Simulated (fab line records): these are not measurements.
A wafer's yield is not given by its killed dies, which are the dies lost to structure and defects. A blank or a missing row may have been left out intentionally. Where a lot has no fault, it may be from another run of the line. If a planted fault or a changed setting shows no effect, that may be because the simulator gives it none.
fab line records	flow sky130
record: lots: 11	wafers: 33	lastDay: 50
route steps=708 shown SD_N@358 LOCAL_INTERCONNECT@401 CONTACT@420 PASSIVATION@683 PAD_OPEN@708
lots with no fault: from the same line, run without faults
startH: the number of hours between the record's first day and the start of the first shown wafer of the lot	waitH: how many hours have passed since the lot's step before this one	" the same as in the row above	L1.1+2: several wafers, shown together as one row	- either no value or no given start	* or withheld: withheld	< > ~ a bound
route shown NAME@n: NAME is a module with steps in the file, n the number in the route of the first one	usual: mean/standard deviation taken from wafers without a fault	same: alike in all rows	chamber/n: place in a boat	sites: per-site readings	_std_site: the standard deviation of these	_edge_site: mean of outer sites minus mean of inner sites	radiusMm: for every site, how far away it sits from the centre of the wafer	mask NAME#n: copy n	behind: the most recent tool/chamber to have shaped the wafer	hold: why the lot was held/for how many hours/how that ended	device: the n, p or np transistor that did not switch	end of line: the tests these same wafers got at the end of their route	a step with no rows: only its recipe	killed: at the first sort, the dies lost to defects and structure; wafer yield is something else	map: a wafer's dies, marking killed ones x, the rest . and places with no die _
set.NAME: the setting as run; set.NAME@STEP: as run at that earlier step	model.NAME: the simulator's own value behind a step, which no gauge read
route steps across a sampled set of lots; one table per step, one row per wafer
services: a tool's chamber out of use, with start hour (startH, from the record's first day; less than 0 if before it), hours out, and reason
== steps ==
step: SKY_SD_N_RS_MEAS_16
recipe: thkMeasGauge: four-point-probe
usual: SD_N_RS: 68.47/0.13
lot.wafer	tool	chamber	startH	waitH	SD_N_RS[ohm/sq]
L154.3	filmMetro-04	-	667.34	0.1	68.34
L154.4	"	-	"	"	68.28
L154.6	"	-	"	"	68.22
L156.1	filmMetro-04	-	671.53	0.1	68.28
L156.2	"	-	"	"	68.32
L156.3	"	-	"	"	68.20
L155.3	filmMetro-03	-	673.17	0.1	68.41
L155.4	"	-	"	"	68.43
L155.5	"	-	"	"	68.64
L157.3	filmMetro-01	-	684.29	0.1	68.35
L157.5	"	-	"	"	68.34
L157.6	"	-	"	"	68.22
L164.1	filmMetro-03	-	741.00	0.1	68.53
L164.4	"	-	"	"	68.68
L164.6	"	-	"	"	68.65
L165.1	filmMetro-03	-	749.94	0.1	68.50
L165.4	"	-	"	"	68.64
L165.5	"	-	"	"	68.50
L169.1	filmMetro-01	-	774.75	0.1	68.41
L169.5	"	-	"	"	68.57
L169.6	"	-	"	"	68.65
L171.1	filmMetro-03	-	793.89	0.1	68.43
L171.5	"	-	"	"	68.46
L171.6	"	-	"	"	68.64
L173.2	filmMetro-03	-	806.73	0.1	68.54
L173.4	"	-	"	"	68.57
L173.6	"	-	"	"	68.64
L174.2	filmMetro-03	-	814.56	0.1	68.53
L174.4	"	-	"	"	68.63
L174.5	"	-	"	"	68.66
L176.1	filmMetro-01	-	819.69	0.1	68.53
L176.4	"	-	"	"	68.31
L176.5	"	-	"	"	68.38
step: SKY_LOCAL_INTERCONNECT_METAL_ETCH_14
recipe: targetDepthNm: 110	stopOn: PSG	chemistry: Cl2/BCl3	target: TiN	resistSidewallDeg: 88	pressureMtorr: 10	icpW: 900	biasW: 48.5	Cl2_flow_sccm: 60	bcl3FlowSccm: 30	timeS: 31.4
usual: drypumpMotorCurrentA: 5.7/0.8	oesProductAu: 0.942/0.0082	throttleValvePct: 21.900/0.0084
lot.wafer	tool	chamber	startH	waitH	drypumpMotorCurrentA	oesProductAu	rfHoursCounterH	throttleValvePct
L154.3	rieMetal-02	0	727.48	0.0	6.8	0.936	-	21.906
L154.4	"	1	"	"	6.4	0.940	-	21.901
L154.6	"	1	"	"	6.4	0.936	-	21.902
L156.1	rieMetal-01	0	731.67	0.0	4.7	0.943	7.6	21.896
L156.2	"	1	"	"	5.0	0.947	10.4	21.904
L156.3	"	0	"	"	4.7	0.961	-	21.900
L155.3	rieMetal-01	0	732.98	0.0	4.8	0.948	-	21.883
L155.4	"	1	"	"	5.0	0.956	-	21.897
L155.5	"	0	"	"	4.8	0.947	-	21.886
L157.3	rieMetal-02	0	741.92	0.0	6.8	0.943	-	21.884
L157.5	"	0	"	"	6.8	0.940	-	21.903
L157.6	"	1	"	"	6.3	0.934	-	21.910
L164.1	rieMetal-02	0	797.84	0.1	6.8	0.941	13.2	21.904
L164.4	"	1	"	"	6.4	0.941	-	21.893
L164.6	"	0	"	"	6.8	0.938	-	21.898
L165.1	rieMetal-02	1	805.68	0.0	6.3	0.940	13.0	21.918
L165.4	"	0	"	"	6.8	0.936	-	21.913
L165.5	"	1	"	"	6.3	0.940	-	21.909
L169.1	rieMetal-04	0	829.85	0.0	6.3	0.954	10.5	21.903
L169.5	"	1	"	"	5.0	0.947	-	21.894
L169.6	"	0	"	"	6.3	0.956	-	21.905
L171.1	rieMetal-02	1	848.38	0.1	6.4	0.948	13.9	21.890
L171.5	"	1	"	"	6.4	0.937	-	21.885
L171.6	"	1	"	"	6.4	0.947	-	21.905
L173.2	rieMetal-02	1	861.41	0.1	6.4	0.950	-	21.897
L173.4	"	1	"	"	6.4	0.948	-	21.885
L173.6	"	1	"	"	6.4	0.934	-	21.893
L174.2	rieMetal-01	1	868.03	0.0	5.0	0.943	15.5	21.905
L174.4	"	1	"	"	5.0	0.946	-	21.893
L174.5	"	1	"	"	5.0	0.943	-	21.900
L176.1	rieMetal-04	1	873.43	0.1	5.0	0.942	19.4	21.903
L176.4	"	1	"	"	5.0	0.938	-	21.905
L176.5	"	1	"	"	5.0	0.939	-	21.896
step: SKY_CONTACT_CD_MEAS_14
recipe: targetCdNm: 170
usual: cdNm: 169.9/1.3
lot.wafer	tool	chamber	startH	waitH	cdNm
L154.3	cdSem-01	-	756.13	-	170.4
L154.4	"	-	"	"	170.1
L154.6	"	-	"	"	170.9
L156.1	cdSem-02	-	760.13	-	171.1
L156.2	"	-	"	"	171.0
L156.3	"	-	"	"	170.7
L155.3	cdSem-01	-	761.97	-	169.8
L155.4	"	-	"	"	170.7
L155.5	"	-	"	"	169.6
L157.3	cdSem-02	-	771.52	-	170.4
L157.5	"	-	"	"	169.4
L157.6	"	-	"	"	170.6
L164.1	cdSem-01	-	825.48	-	169.7
L164.4	"	-	"	"	170.7
L164.6	"	-	"	"	170.7
L165.1	cdSem-02	-	832.99	-	168.8
L165.4	"	-	"	"	166.6
L165.5	"	-	"	"	168.7
L169.1	cdSem-02	-	857.43	-	169.2
L169.5	"	-	"	"	170.5
L169.6	"	-	"	"	169.7
L171.1	cdSem-01	-	874.66	-	168.5
L171.5	"	-	"	"	169.6
L171.6	"	-	"	"	170.1
L173.2	cdSem-02	-	887.88	-	171.3
L173.4	"	-	"	"	169.9
L173.6	"	-	"	"	171.5
L174.2	cdSem-02	-	894.29	-	172.5
L174.4	"	-	"	"	172.6
L174.5	"	-	"	"	171.9
L176.1	cdSem-01	-	899.96	-	169.0
L176.4	"	-	"	"	169.7
L176.5	"	-	"	"	170.5
step: SKY_PASSIVATION_CVD_02
recipe: material: Si3N4	targetThkNm: 540	tempC: 400	timeS: withheld	rfW: 450
usual: heaterPowerW: 722/100
lot.wafer	tool	chamber	startH	waitH	heaterPowerW
L154.3	pecvd-04	1	1043.31	0.0	852
L154.4	"	0	"	"	676
L154.6	"	1	"	"	686
L156.1	pecvd-04	0	1048.00	0.1	619
L156.2	"	2	"	"	820
L156.3	"	1	"	"	818
L155.3	pecvd-03	2	1049.37	0.1	643
L155.4	"	1	"	"	710
L155.5	"	2	"	"	679
L157.3	pecvd-04	2	1060.45	0.0	715
L157.5	"	0	"	"	640
L157.6	"	2	"	"	786
L164.1	pecvd-04	0	1102.32	0.1	677
L164.4	"	0	"	"	560
L164.6	"	1	"	"	691
L165.1	pecvd-04	1	1108.86	0.1	845
L165.4	"	2	"	"	763
L165.5	"	0	"	"	654
L169.1	pecvd-03	1	1130.10	0.1	669
L169.5	"	0	"	"	764
L169.6	"	1	"	"	692
L171.1	pecvd-01	0	1140.17	0.1	841
L171.5	"	2	"	"	742
L171.6	"	0	"	"	887
L173.2	pecvd-01	2	1150.50	0.0	711
L173.4	"	1	"	"	624
L173.6	"	2	"	"	747
L174.2	pecvd-03	0	1156.78	0.0	925
L174.4	"	2	"	"	662
L174.5	"	0	"	"	737
L176.1	pecvd-01	0	1159.88	0.1	928
L176.4	"	0	"	"	948
L176.5	"	2	"	"	714
step: SKY_PASSIVATION_THK_MEAS_03
recipe: reads: Si3N4_of_PASSIVATION_CVD_02
usual: PASSIVATION_CVD_02_THK: 540/6.9
lot.wafer	tool	chamber	startH	waitH	PASSIVATION_CVD_02_THK[nm]
L154.3	filmMetro-04	-	1043.56	-	538
L154.4	"	-	"	"	540
L154.6	"	-	"	"	548
L156.1	filmMetro-01	-	1048.23	-	531
L156.2	"	-	"	"	543
L156.3	"	-	"	"	545
L155.3	filmMetro-04	-	1049.62	-	540
L155.4	"	-	"	"	542
L155.5	"	-	"	"	545
L157.3	filmMetro-03	-	1060.69	-	544
L157.5	"	-	"	"	548
L157.6	"	-	"	"	550
L164.1	filmMetro-03	-	1102.54	-	735
L164.4	"	-	"	"	742
L164.6	"	-	"	"	548
L165.1	filmMetro-01	-	1109.09	-	539
L165.4	"	-	"	"	554
L165.5	"	-	"	"	752
L169.1	filmMetro-04	-	1130.33	-	532
L169.5	"	-	"	"	540
L169.6	"	-	"	"	543
L171.1	filmMetro-01	-	1140.39	-	536
L171.5	"	-	"	"	549
L171.6	"	-	"	"	546
L173.2	filmMetro-03	-	1150.73	-	541
L173.4	"	-	"	"	546
L173.6	"	-	"	"	542
L174.2	filmMetro-01	-	1157.02	-	524
L174.4	"	-	"	"	536
L174.5	"	-	"	"	534
L176.1	filmMetro-01	-	1160.10	-	528
L176.4	"	-	"	"	543
L176.5	"	-	"	"	541
step: SKY_PASSIVATION_ETCH_11
recipe: chemistry: CF4/O2	targetDepthNm: 725	stopOn: AlCu	sourceW: 800	biasW: 150	pressureMtorr: 150	cf4FlowSccm: 80	O2_flow_sccm: 10	timeS: 161.1
usual: drypumpMotorCurrentA: 5.8/0.4	oesProductAu: 0.977/0.0076	throttleValvePct: 5.964/0.0092
lot.wafer	tool	chamber	startH	waitH	drypumpMotorCurrentA	oesProductAu	rfHoursCounterH	throttleValvePct
L154.3	rieDiel-04	0	1066.09	-	6.3	0.972	17	5.963
L154.4	"	3	"	"	5.2	0.980	15	5.973
L154.6	"	3	"	"	5.3	0.975	-	5.964
L156.1	rieDiel-04	1	1070.74	-	6.4	0.962	13	5.980
L156.2	"	3	"	"	5.2	0.976	16	5.970
L156.3	"	2	"	"	5.6	0.986	20	5.971
L155.3	rieDiel-03	1	1072.06	-	5.2	0.974	20	5.963
L155.4	"	2	"	"	6.3	0.976	27	5.961
L155.5	"	3	"	"	5.7	0.979	-	5.979
L157.3	rieDiel-04	2	1082.91	-	5.7	0.981	20	5.970
L157.5	"	2	"	"	5.7	0.974	-	5.959
L157.6	"	1	"	"	6.4	0.987	-	5.976
L164.1	rieDiel-03	1	1121.89	-	5.2	0.997	23	5.954
L164.4	"	1	"	"	5.2	0.994	-	5.960
L164.6	"	3	"	"	5.7	0.986	-	5.966
L165.1	rieDiel-04	3	1128.84	-	5.2	0.976	17	5.961
L165.4	"	2	"	"	5.7	0.998	22	5.977
L165.5	"	2	"	"	5.7	1.000	-	5.989
L169.1	rieDiel-04	2	1149.06	-	5.7	0.979	23	5.968
L169.5	"	0	"	"	6.3	0.974	-	5.969
L169.6	"	1	"	"	6.5	0.983	-	5.971
L171.1	rieDiel-01	2	1158.24	-	5.7	0.975	11	5.957
L171.5	"	3	"	"	5.9	0.989	-	5.965
L171.6	"	2	"	"	5.7	0.991	-	5.958
L173.2	rieDiel-04	2	1168.44	-	5.6	0.975	23	5.975
L173.4	"	0	"	"	6.3	0.978	20	5.970
L173.6	"	3	"	"	5.3	0.983	-	5.964
L174.2	rieDiel-01	1	1174.16	-	5.4	0.964	17	5.959
L174.4	"	2	"	"	5.7	0.981	11	5.961
L174.5	"	3	"	"	5.9	0.975	-	5.956
L176.1	rieDiel-01	2	1177.54	-	5.6	0.971	11	5.968
L176.4	"	0	"	"	6.0	0.975	17	5.975
L176.5	"	1	"	"	5.4	0.962	-	5.964
step: SKY_PAD_OPEN_PROBE_99
usual: defectLimitedYield: 82.3/2	killed_at_M0_to_M3: 43/7.3	killed_at_M4_up: 3.1/1.7	killedAtContacts: 25/5.3	killedAtFrontEnd: 15/4.3	killedAtOther: 0.2/0.54	killedDies: 87/10	killedOpen: 48/7.6	killedShort: 38/6.1	sort_bin_3_pad_short: 0.9/0.42	sort_bin_5_function: 10.5/1.5	sort_bin_6_memory: 6.3/1.2	sortNPass: 405/10	sortYieldPct: 82.3/2
same: grossDies: 492	killedAtBackSide: 0	sort_bin_4_leakage[%]: 0	sort_bin_8_speed[%]: 0
lot.wafer	tool	chamber	startH	waitH	defectLimitedYield[%]	killed_at_M0_to_M3	killed_at_M4_up	killedAtContacts	killedAtFrontEnd	killedAtOther	killedDies	killedOpen	killedShort	sort_bin_3_pad_short[%]	sort_bin_5_function[%]	sort_bin_6_memory[%]	sortNPass	sortYieldPct[%]
L164.1	prober-02	-	1143.64	0.1	81.1	48	5	24	15	1	93	45	47	0.4	10.6	7.9	399	81.1
killed by level:class
L164.1 CONTACT:geometricParticle:open=11 VIA1:geometricParticle:open=8 METAL1:geometricParticle:short=7 METAL2:geometricParticle:short=6 LI_CONTACT:geometricParticle:open=6 METAL3:geometricParticle:short=6 VIA3:geometricParticle:open=5 METAL4:geometricParticle:short=5
== services ==
tool	chamber	startH	hours	kind
pecvd-03	1	709.42	3.9	repair
pecvd-04	-	738.31	16.8	repair
rieDiel-04	0	783.14	2.5	repair
rieDiel-04	1	783.30	9.6	repair
rieDiel-04	0	787.46	46.7	repair
pecvd-04	1	811.81	4.9	repair
pecvd-04	-	817.50	1.5	repair
rieMetal-02	1	825.03	7.7	repair
rieDiel-04	-	843.61	1.6	repair
pecvd-04	0	858.36	5.5	repair
rieDiel-04	2	867.99	9.0	repair
rieDiel-04	1	873.05	6.6	repair
rieDiel-04	2	884.98	3.1	repair
pecvd-04	2	967.51	5.4	repair
rieMetal-02	1	990.83	4.2	repair
pecvd-04	-	1010.79	2.8	pm
rieDiel-04	0	1053.76	2.7	repair
rieDiel-04	-	1091.89	1.8	repair
rieDiel-04	3	1096.90	9.2	repair
pecvd-04	-	1109.09	6.0	pm
rieMetal-02	-	1110.96	1.4	pm
rieDiel-04	3	1116.70	10.8	repair
rieDiel-04	3	1131.17	11.4	repair
rieDiel-04	1	1137.17	5.8	repair
== key ==
firstSign: step: SKY_PASSIVATION_THK_MEAS_03	reading: PASSIVATION_CVD_02_THK	direction: up	sigmas: 30	usual: 540	struck: 743
effect: step: SKY_PASSIVATION_ETCH_11	reading: oesProductAu	direction: up	sigmas: 2.6	usual: 0.977	struck: 0.997
metAt SKY_PASSIVATION_CVD_02
struckLots L164,L165
struckWafers L164.1,L164.4,L165.5
notActingAt SKY_SD_N_RS_MEAS_16,SKY_LOCAL_INTERCONNECT_METAL_ETCH_14,SKY_CONTACT_CD_MEAS_14
onsetBetween 1060.45 1102.32
fault: kind: processParameterDrift	tool: pecvd-04	chamber: 0	onsetH: 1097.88	steps: SKY_PASSIVATION_CVD_02	channel: targetThkNm	offset: 204.81	shape: step	endH: 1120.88	actsIn: theseRecipesOnly	stated: 540
